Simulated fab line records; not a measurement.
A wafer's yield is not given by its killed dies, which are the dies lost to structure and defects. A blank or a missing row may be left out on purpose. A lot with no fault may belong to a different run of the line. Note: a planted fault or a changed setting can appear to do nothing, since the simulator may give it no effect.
fab line records -- flow gf180mcu
record: lots: 15, wafers: 45, last_day: 34
route steps=602 shown POLY_GATE@175 HV_LDD@196
lots that met no fault: taken from a fault-free run of the same line
start_h: start of the lot's first displayed wafer, in hours after the record's first day -- wait_h: time in hours since the lot's previous step -- " as in the row above -- L1.1+2: a row that stands for several wafers -- - either no value or no given start -- * or withheld: withheld -- < > ~ a bound
route shown NAME@n: NAME is a module with steps in the file, n the number in the route of the first one -- usual: average and standard deviation across the fault-free wafers -- same: alike in all rows -- chamber/n: place in a boat -- sites: the reading at each site -- _std_site: how widely they spread, as a standard deviation -- _edge_site: the outer-site mean with the inner-site mean subtracted -- radius_mm: for every site, how far away it sits from the centre of the wafer -- mask NAME#n: copy n -- behind: the last tool/chamber to shape the wafer -- hold: the reason the lot was held/the length of the hold in hours/how it ended -- device: names the non-switching transistor (n, p or np) -- end of line: the same wafers' tests at the end of the route -- a step given without rows: its recipe and nothing more -- killed: dies lost to structure and defects at the first sort, not the wafer's yield -- map: the dies of a wafer, with x for killed, . for not killed, _ for no die there
set.NAME: the run value of the setting; set.NAME@STEP: its run value at that earlier step -- model.NAME: the simulator's own value behind a step, which no gauge read
route steps across a sampled set of lots; one table per step, one row per wafer
services: the hour from which a tool's chamber was out of use, counted from the record's first day as start_h (under 0 if before that day), plus the number of hours and why
== steps ==
step: GF_POLY_GATE_CD_MEAS_18
usual: cd_nm: 279.9/1.4
lot.wafer,tool,chamber,start_h,wait_h,cd_nm
L523.2,cd_sem-01,-,202.14,0.1,278.5
L523.3,cd_sem-01,-,202.14,0.1,280.9
L523.4,cd_sem-01,-,202.14,0.1,278.8
L524.3,cd_sem-01,-,208.97,0.1,279.3
L524.4,cd_sem-01,-,208.97,0.1,276.9
L524.5,cd_sem-01,-,208.97,0.1,277.7
L525.3,cd_sem-01,-,212.31,0.1,277.2
L525.5,cd_sem-01,-,212.31,0.1,278.9
L525.6,cd_sem-01,-,212.31,0.1,279.2
L526.1,cd_sem-02,-,216.91,0.1,279.3
L526.2,cd_sem-02,-,216.91,0.1,278.6
L526.3,cd_sem-02,-,216.91,0.1,279.5
L528.1,cd_sem-01,-,235.35,0.1,279.7
L528.3,cd_sem-01,-,235.35,0.1,279.0
L528.6,cd_sem-01,-,235.35,0.1,281.9
L529.2,cd_sem-02,-,241.37,0.1,279.5
L529.4,cd_sem-02,-,241.37,0.1,280.1
L529.5,cd_sem-02,-,241.37,0.1,280.8
L530.3,cd_sem-01,-,249.22,0.1,279.5
L530.4,cd_sem-01,-,249.22,0.1,277.6
L530.5,cd_sem-01,-,249.22,0.1,279.1
L531.1,cd_sem-02,-,257.82,0.1,281.8
L531.3,cd_sem-02,-,257.82,0.1,281.2
L531.5,cd_sem-02,-,257.82,0.1,281.9
L532.3,cd_sem-02,-,265.26,0.1,277.0
L532.4,cd_sem-02,-,265.26,0.1,279.3
L532.5,cd_sem-02,-,265.26,0.1,279.4
L533.1,cd_sem-02,-,272.82,0.1,279.8
L533.5,cd_sem-02,-,272.82,0.1,279.6
L533.6,cd_sem-02,-,272.82,0.1,281.3
L540.3,cd_sem-02,-,319.40,0.1,279.2
L540.4,cd_sem-02,-,319.40,0.1,280.5
L540.5,cd_sem-02,-,319.40,0.1,278.4
L541.1,cd_sem-02,-,324.38,0.1,279.6
L541.3,cd_sem-02,-,324.38,0.1,279.7
L541.6,cd_sem-02,-,324.38,0.1,280.5
L542.2,cd_sem-02,-,333.98,0.1,280.9
L542.4,cd_sem-02,-,333.98,0.1,279.9
L542.6,cd_sem-02,-,333.98,0.1,279.5
L543.1,cd_sem-02,-,343.36,0.1,278.6
L543.2,cd_sem-02,-,343.36,0.1,279.9
L543.3,cd_sem-02,-,343.36,0.1,280.1
L546.2,cd_sem-02,-,363.18,0.1,280.0
L546.3,cd_sem-02,-,363.18,0.1,279.5
L546.4,cd_sem-02,-,363.18,0.1,279.8
step: GF_HV_LDD_OVL_MEAS_20
usual: HV_LDD_01_OVL: 0.5/1.5
lot.wafer,tool,chamber,start_h,wait_h,HV_LDD_01_OVL[nm]
L523.2,overlay-02,-,238.16,0.1,-1.6
L523.3,overlay-02,-,238.16,0.1,1.4
L523.4,overlay-02,-,238.16,0.1,-0.3
L524.3,overlay-01,-,245.32,0.1,2.0
L524.4,overlay-01,-,245.32,0.1,1.0
L524.5,overlay-01,-,245.32,0.1,1.8
L525.3,overlay-02,-,248.77,0.1,2.0
L525.5,overlay-02,-,248.77,0.1,1.6
L525.6,overlay-02,-,248.77,0.1,0.6
L526.1,overlay-02,-,254.44,0.1,4.5
L526.2,overlay-02,-,254.44,0.1,3.6
L526.3,overlay-02,-,254.44,0.1,2.8
L528.1,overlay-01,-,273.46,0.1,2.4
L528.3,overlay-01,-,273.46,0.1,1.9
L528.6,overlay-01,-,273.46,0.1,1.8
L529.2,overlay-01,-,279.84,0.1,1.0
L529.4,overlay-01,-,279.84,0.1,1.0
L529.5,overlay-01,-,279.84,0.1,-0.3
L530.3,overlay-02,-,287.07,0.1,1.0
L530.4,overlay-02,-,287.07,0.1,2.6
L530.5,overlay-02,-,287.07,0.1,-0.3
L531.1,overlay-01,-,297.34,0.1,-0.9
L531.3,overlay-01,-,297.34,0.1,-2.2
L531.5,overlay-01,-,297.34,0.1,-0.3
L532.3,overlay-01,-,304.70,0.1,2.7
L532.4,overlay-01,-,304.70,0.1,1.6
L532.5,overlay-01,-,304.70,0.1,0.2
L533.1,overlay-01,-,313.30,0.1,-1.9
L533.5,overlay-01,-,313.30,0.1,-1.8
L533.6,overlay-01,-,313.30,0.1,-1.0
L540.3,overlay-02,-,362.82,0.1,-0.6
L540.4,overlay-02,-,362.82,0.1,0.5
L540.5,overlay-02,-,362.82,0.1,-0.3
L541.1,overlay-02,-,368.81,0.1,-0.9
L541.3,overlay-02,-,368.81,0.1,-1.5
L541.6,overlay-02,-,368.81,0.1,-1.9
L542.2,overlay-01,-,377.71,0.1,-0.4
L542.4,overlay-01,-,377.71,0.1,0.0
L542.6,overlay-01,-,377.71,0.1,0.1
L543.1,overlay-01,-,387.36,0.1,-0.6
L543.2,overlay-01,-,387.36,0.1,-2.0
L543.3,overlay-01,-,387.36,0.1,-0.9
L546.2,overlay-02,-,407.56,0.1,1.2
L546.3,overlay-02,-,407.56,0.1,0.4
L546.4,overlay-02,-,407.56,0.1,-0.2
step: GF_HV_LDD_DEVELOP_45
recipe: develop_time_s: 60, dev_temp_c: 23
usual: chill_plate_temp_C: 23.00/0.11, develop_time_s: 60/0
lot.wafer,tool,chamber,start_h,wait_h,chill_plate_temp_C,develop_time_s
L523.2,litho_track-03,0,275.96,0.1,23.21,60
L523.3,litho_track-03,0,275.96,0.1,23.06,60
L523.4,litho_track-03,0,275.96,0.1,23.14,60
L524.3,litho_track-03,0,284.83,0.1,23.06,60
L524.4,litho_track-03,0,284.83,0.1,23.17,60
L524.5,litho_track-03,0,284.83,0.1,23.06,60
L525.3,litho_track-02,0,287.39,0.1,23.01,60
L525.5,litho_track-02,0,287.39,0.1,23.06,60
L525.6,litho_track-02,0,287.39,0.1,23.16,60
L526.1,litho_track-01,0,294.12,0.1,22.82,60
L526.2,litho_track-01,0,294.12,0.1,22.89,60
L526.3,litho_track-01,0,294.12,0.1,22.92,60
L528.1,litho_track-03,0,314.93,0.1,22.97,60
L528.3,litho_track-03,0,314.93,0.1,22.96,60
L528.6,litho_track-03,0,314.93,0.1,23.06,60
L529.2,litho_track-03,0,321.41,0.1,22.97,60
L529.4,litho_track-03,0,321.41,0.1,22.92,60
L529.5,litho_track-03,0,321.41,0.1,23.01,60
L530.3,litho_track-01,0,329.67,0.1,22.96,60
L530.4,litho_track-01,0,329.67,0.1,22.86,60
L530.5,litho_track-01,0,329.67,0.1,22.76,60
L531.1,litho_track-02,0,340.24,0.1,23.16,60
L531.3,litho_track-02,0,340.24,0.1,23.03,60
L531.5,litho_track-02,0,340.24,0.1,23.14,60
L532.3,litho_track-03,0,347.08,0.1,22.87,60
L532.4,litho_track-03,0,347.08,0.1,23.07,60
L532.5,litho_track-03,0,347.08,0.1,23.05,60
L533.1,litho_track-02,0,355.39,0.1,22.87,60
L533.5,litho_track-02,0,355.39,0.1,22.95,60
L533.6,litho_track-02,0,355.39,0.1,22.84,60
L540.3,litho_track-03,-,408.43,0.1,-,-
L540.4,litho_track-03,-,408.43,0.1,-,-
L540.5,litho_track-03,-,408.43,0.1,-,-
L541.1,litho_track-01,-,414.67,0.1,-,-
L541.3,litho_track-01,-,414.67,0.1,-,-
L541.6,litho_track-01,-,414.67,0.1,-,-
L542.2,litho_track-02,-,424.06,0.1,-,-
L542.4,litho_track-02,-,424.06,0.1,-,-
L542.6,litho_track-02,-,424.06,0.1,-,-
L543.1,litho_track-03,0,435.18,0.1,22.70,60
L543.2,litho_track-03,0,435.18,0.1,23.13,60
L543.3,litho_track-03,0,435.18,0.1,22.99,60
L546.2,litho_track-02,0,456.06,0.1,22.97,60
L546.3,litho_track-02,0,456.06,0.1,22.88,60
L546.4,litho_track-02,0,456.06,0.1,22.96,60
step: GF_HV_LDD_STRIP_49
recipe: chemistry: O2/N2, power_w: 1400, pressure_mtorr: 1500, platen_temp_c: 250, o2_flow_sccm: 3000, n2_flow_sccm: 300, overash_fraction: 0.5
usual: drypump_motor_current_A: 5.5/0.39, heater_power_w: 322/27, o2_flow_sccm: 3002/8.9, oes_product_au: 0.716/0.0042, strip_time_to_endpoint_s: 12.63/0.034
lot.wafer,tool,chamber,start_h,wait_h,drypump_motor_current_A,heater_power_w,o2_flow_sccm,oes_product_au,rf_hours_counter_h,strip_time_to_endpoint_s
L523.2,plasma_asher-01,0,276.39,0.1,5.3,316,2984,0.717,53,12.62
L523.3,plasma_asher-01,0,276.39,0.1,5.3,314,2985,0.721,-,12.62
L523.4,plasma_asher-01,1,276.39,0.1,5.7,354,2996,0.712,-,12.65
L524.3,plasma_asher-01,0,285.27,0.1,5.3,322,2978,0.706,-,12.66
L524.4,plasma_asher-01,1,285.27,0.1,5.7,372,3002,0.716,-,12.64
L524.5,plasma_asher-01,1,285.27,0.1,5.7,362,2989,0.712,-,12.67
L525.3,plasma_asher-01,1,287.83,0.1,5.6,358,3002,0.714,-,12.61
L525.5,plasma_asher-01,1,287.83,0.1,5.7,357,3006,0.717,-,12.60
L525.6,plasma_asher-01,0,287.83,0.1,5.3,320,3021,0.715,-,12.63
L526.1,plasma_asher-01,1,294.57,0.1,5.7,358,2998,0.710,54,12.64
L526.2,plasma_asher-01,0,294.57,0.1,5.3,319,3014,0.713,54,12.61
L526.3,plasma_asher-01,0,294.57,0.1,5.3,305,2990,0.711,-,12.67
L528.1,plasma_asher-01,0,315.39,0.1,5.3,315,3002,0.723,57,12.58
L528.3,plasma_asher-01,0,315.39,0.1,5.3,316,3010,0.714,-,12.58
L528.6,plasma_asher-01,1,315.39,0.1,5.6,350,3008,0.721,-,12.61
L529.2,plasma_asher-02,0,321.84,0.1,4.9,300,3006,0.723,61,12.61
L529.4,plasma_asher-02,0,321.84,0.1,4.9,285,3004,0.718,-,12.61
L529.5,plasma_asher-02,1,321.84,0.1,6.0,310,2991,0.717,-,12.56
L530.3,plasma_asher-03,0,330.11,0.1,5.6,293,2993,0.719,-,12.66
L530.4,plasma_asher-03,1,330.11,0.1,6.2,308,3007,0.717,-,12.63
L530.5,plasma_asher-03,1,330.11,0.1,6.2,303,3001,0.716,-,12.61
L531.1,plasma_asher-02,1,340.69,0.1,6.1,312,3007,0.711,63,12.68
L531.3,plasma_asher-02,1,340.69,0.1,6.1,299,3013,0.718,-,12.65
L531.5,plasma_asher-02,0,340.69,0.1,4.9,291,3009,0.710,-,12.68
L532.3,plasma_asher-01,1,347.52,0.1,5.6,351,3014,0.711,-,12.60
L532.4,plasma_asher-01,0,347.52,0.1,5.3,314,3007,0.712,-,12.61
L532.5,plasma_asher-01,0,347.52,0.1,5.3,318,3004,0.712,-,12.61
L533.1,plasma_asher-01,0,355.84,0.1,5.3,317,3000,0.719,61,12.68
L533.5,plasma_asher-01,0,355.84,0.1,5.3,320,2994,0.709,-,12.65
L533.6,plasma_asher-01,1,355.84,0.1,5.6,360,2983,0.720,-,12.67
L540.3,plasma_asher-02,1,408.95,0.1,6.1,312,2997,0.719,-,12.71
L540.4,plasma_asher-02,0,408.95,0.1,4.9,286,3006,0.719,-,12.67
L540.5,plasma_asher-02,0,408.95,0.1,4.9,288,3008,0.714,-,12.69
L541.1,plasma_asher-02,0,415.12,0.1,4.9,294,2998,0.717,71,12.65
L541.3,plasma_asher-02,1,415.12,0.1,6.1,300,2992,0.713,-,12.62
L541.6,plasma_asher-02,0,415.12,0.1,4.9,287,3007,0.714,-,12.66
L542.2,plasma_asher-01,0,424.49,0.1,5.3,321,2994,0.716,68,12.68
L542.4,plasma_asher-01,1,424.49,0.1,5.7,359,3008,0.715,-,12.68
L542.6,plasma_asher-01,1,424.49,0.1,5.7,365,3007,0.720,-,12.64
L543.1,plasma_asher-01,1,435.64,0.1,5.6,363,3000,0.718,69,12.60
L543.2,plasma_asher-01,0,435.64,0.1,5.3,318,2991,0.720,69,12.57
L543.3,plasma_asher-01,1,435.64,0.1,5.7,365,3008,0.722,-,12.62
L546.2,plasma_asher-02,0,456.49,0.1,4.9,300,3018,0.715,3,12.64
L546.3,plasma_asher-02,0,456.49,0.1,4.9,297,3004,0.722,-,12.64
L546.4,plasma_asher-02,1,456.49,0.1,6.1,313,2999,0.710,-,12.60
== services ==
tool,chamber,start_h,hours,kind
plasma_asher-01,-,252.58,7.6,repair
plasma_asher-01,-,367.41,3.9,repair
plasma_asher-01,-,367.73,2.5,repair
plasma_asher-02,-,421.25,9.0,pm
plasma_asher-02,0,421.25,9.0,vent_cycle
plasma_asher-02,1,421.25,9.0,vent_cycle
plasma_asher-02,0,430.25,-,clean
plasma_asher-02,1,430.25,-,clean
== key ==
first_sign: step: GF_HV_LDD_DEVELOP_45, reading: tool_record, direction: missing
effect none on later readings
met_at GF_HV_LDD_DEVELOP_45
struck_lots L540,L541,L542
later_rows_left_out L540.3,L540.4,L540.5,L541.1,L541.3,L541.6,L542.2,L542.4,L542.6
sort_left_out L540.3,L540.4,L540.5,L541.1,L541.3,L541.6,L542.2,L542.4,L542.6
tester_left_out L540,L541,L542
not_acting_at GF_POLY_GATE_CD_MEAS_18,GF_HV_LDD_OVL_MEAS_20,GF_HV_LDD_STRIP_49
onset_between 355.39 408.43
fault: kind: skipped_step_whole, tool: litho_track-01,litho_track-02,litho_track-03, chamber: -, onset_h: 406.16, steps: GF_HV_LDD_DEVELOP_45, scope: struck_lots_only
tester_left_out: of these lots the tester's yield and bins aren't shown, on N5 and GAA mostly nor the transistor test; their killed dies are dies lost to structure and defects alone, not to doping, threshold or leakage, so they don't give the yield
sort_left_out: the simulated sort isn't trusted on such a fault, so these wafers' sort isn't shown, and their yield isn't known
later_rows_left_out: the simulator's readings of these wafers behind a module that went badly wrong aren't trusted and aren't shown, but for the sort
